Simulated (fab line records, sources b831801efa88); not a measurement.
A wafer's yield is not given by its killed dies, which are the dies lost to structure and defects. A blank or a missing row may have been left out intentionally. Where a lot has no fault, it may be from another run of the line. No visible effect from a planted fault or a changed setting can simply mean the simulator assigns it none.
A struck lot beside a sound one :: flow sky130 :: 21 steps out of a route of 708
Sound: wafers L643.1, L643.5, L643.6. The struck wafers were L651.1, L651.2, L651.5. Last of all comes the cause.
Per side, at each step with rows, come the tool, then ch with its chambers, and then its first start. Under that, the readings that differ: sound wafers :: struck wafers :: difference of the means :: sigmas: that difference in standard deviations of wafers without a fault.
alike: a reading whose means differ by less than 2 such deviations, as well as words and numbers matching on both sides. not compared: withheld readings; readings where some wafer has no value; bounds like >300 that might hide an equal value; numbers whose values overlap and for which the record gives no deviation.
The two part at a step that has a row with sigmas, a row that says differs or no value, or rows on one side only. When numbers do not overlap yet have no deviation, they are printed without sigmas and do not part them. Lack of a reading on every wafer of one side parts them only where that side has two or more wafers.

first, 1 step without rows for these wafers: SKY_RES_XHIGH_IMPLANT_07.
SKY_RES_XHIGH_STRIP_08: strips in O2/N2.
  sound on plasma-asher-03 ch 0,1, day 28 11:14; struck on plasma-asher-01 ch 0,1, day 31 07:31
  alike: drypump-motor-current-A, oes-product-au, strip-time-to-endpoint-s
  not compared: rf-hours-counter-h
SKY_RES_XHIGH_TW_MEAS_09:
  sound on film-metro-03, day 28 11:20; struck on film-metro-02, day 31 07:37
  alike: RES_XHIGH_TW
then, 7 steps without rows for these wafers: SKY_SD_N_DEHYDRATE_00 (time 60 s); SKY_SD_N_HMDS_01 (prime time 60 s); SKY_SD_N_COAT_02 (resist thk 1140 nm); SKY_SD_N_SOFTBAKE_03 (time 60 s); SKY_SD_N_EXPOSE_04 (exposes mask NSDM, target cd 380 nm); SKY_SD_N_PEB_05; SKY_SD_N_DEVELOP_06 (develop time 60 s).
SKY_SD_N_CD_MEAS_07: target cd 380 nm.
  sound on cd-sem-02, day 29 15:08; struck on cd-sem-02, day 32 10:50
  alike: cd-nm
SKY_SD_N_OVL_MEAS_08:
  sound on overlay-01, day 29 15:16; struck on overlay-01, day 32 10:58
  alike: SD_N_OVL
SKY_SD_N_IMPLANT_09:
  sound on implanter-04 ch 0, day 29 15:18; struck on implanter-03 ch 0, day 32 11:00
reading: implant-ion-amu
sound: 75 75 75
struck: 31 31 31
difference: -44
sigmas: 

reading: model.implant.rp-nm (nm)
sound: 31.83 31.83 31.83
struck: 61.41 61.41 61.41
difference: +29.58
sigmas: 

reading: model.implant.drp-nm (nm)
sound: 14.11 14.11 14.11
struck: 25.6 25.6 25.6
difference: +11.5
sigmas: 
after that, 1 step had no rows for these wafers: SKY_SD_N_IMPLANT_10.
SKY_SD_N_STRIP_11: strips in O2/N2.
  sound on plasma-asher-02 ch 0,1, day 29 15:36; struck on plasma-asher-02 ch 0,1, day 32 11:18
reading: oes-product-au (a.u.)
sound: 0.528 0.527 0.521
struck: 0.499 0.492 0.504
difference: -0.027
sigmas: -6

reading: strip-time-to-endpoint-s (s)
sound: 22.52 22.51 22.52
struck: 25.15 25.11 25.17
difference: +2.63
sigmas: +66
  alike: drypump-motor-current-A
  not compared: rf-hours-counter-h
SKY_SD_N_TW_MEAS_12:
  sound on film-metro-01, day 29 15:42; struck on film-metro-01, day 32 11:24
reading: SD_N_TW
sound: 3928 3923 3947
struck: 4444 4452 4467
difference: +522
sigmas: +10
then, 1 step without rows for these wafers: SKY_SD_N_CLEAN_13 (cleans in SC1/SC2, time 150 s).
SKY_SD_N_RTA_14: time 2 s.
  sound on rtp-anneal-02 ch 0, day 29 15:49; struck on rtp-anneal-02 ch 0, day 32 11:31
  alike: lamp-power-pct, wafer_temp_C_max
SKY_SD_N_RS_MEAS_16: measures by four-point-probe.
  sound on film-metro-02, day 29 15:59; struck on film-metro-02, day 32 11:41
reading: SD_N_RS (ohm/sq)
sound: 68.57 68.38 68.44
struck: 30.59 30.59 30.50
difference: -37.90
sigmas: -99 or more
SKY_SD_N_RS_MEAS_17: measures by four-point-probe.
  sound on film-metro-02, day 29 16:06; struck on film-metro-02, day 32 11:48
  alike: SD_P_RS
-- a jump in the record: the struck wafers' starts before and after are 16 days apart (it breaks off in module SD_N and resumes in module PAD_OPEN, where the first step shown is number 708 of the route) --
SKY_PAD_OPEN_PROBE_99:
  sound on prober-02, day 47 00:22; struck on prober-02, day 48 23:41
reading: killed_at_M4_up
sound: 3 1 1
struck: 8 7 3
difference: +4
sigmas: +2

reading: killed-at-other
sound: 2 1 2
struck: 0 0 1
difference: -1
sigmas: -2
  alike: killed_at_M0_to_M3, killed-at-contacts, killed-at-front-end, killed-dies, killed-on-rim, killed-open, killed-short

== WHERE THEY PART ==
Last at SKY_PAD_OPEN_PROBE_99 as far as this record goes, first at SKY_SD_N_STRIP_11.

WHY: what the simulator had put in
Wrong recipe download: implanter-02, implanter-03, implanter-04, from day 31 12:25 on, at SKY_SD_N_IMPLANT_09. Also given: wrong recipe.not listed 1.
